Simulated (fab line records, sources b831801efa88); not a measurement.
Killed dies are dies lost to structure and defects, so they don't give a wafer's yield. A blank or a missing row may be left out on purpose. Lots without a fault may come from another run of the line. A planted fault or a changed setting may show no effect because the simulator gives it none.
Chamber matching | flow gf180mcu | GF_V1_CMP_04 on cmp-02: 4 sister chambers
The step polishes SiO2. 4 wafers are shown with their chamber, then 7 later ones without.

WAFERS WITH THEIR CHAMBER
wafer  | chamber | motor_current_A (A)
L401.1 | 0       | 10.8
L401.5 | 2       | 11.8
L403.3 | 3       | 12.6
L403.4 | 1       | 13.2

WAFERS WITHOUT THEIR CHAMBER
wafer  | motor_current_A (A)
L403.6 | 11.9
L405.1 | 12.8
L405.4 | 11.4
L405.5 | 11.9
L407.2 | 13.4
L407.4 | 12.3
L407.5 | 14.1

WHICH CHAMBER EACH WENT THROUGH
wafer  | from the rows above          | in truth
L403.6 | can't be placed: 2 or 3      | 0
L405.1 | can't be placed: 3 or 1 or 2 | 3
L405.4 | can't be placed: 2 or 0 or 3 | 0
L405.5 | can't be placed: 2 or 3      | 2
L407.2 | can't be placed: 1 or 3      | 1
L407.4 | can't be placed: 3 or 2 or 1 | 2
L407.5 | can't be placed: 1 or 3      | 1
Placed correctly: 0 of 7. Can't be placed from these rows: 7 (the true chamber is among the candidates in 6). Placed wrongly: 0.
How it was worked out, from the rows above alone: a wafer's distance from a chamber is the root of the sum, over the readings, of the square of ((its reading less the chamber's mean) divided by the reading's scatter). The wafer belongs to the nearest chamber; if the next one is less than 2 further off, it can't be placed. A chamber's mean is the mean of its shown wafers. The scatter: with one shown wafer a chamber, the root of the mean of the squares of how far each hidden wafer lies from its nearest shown one.
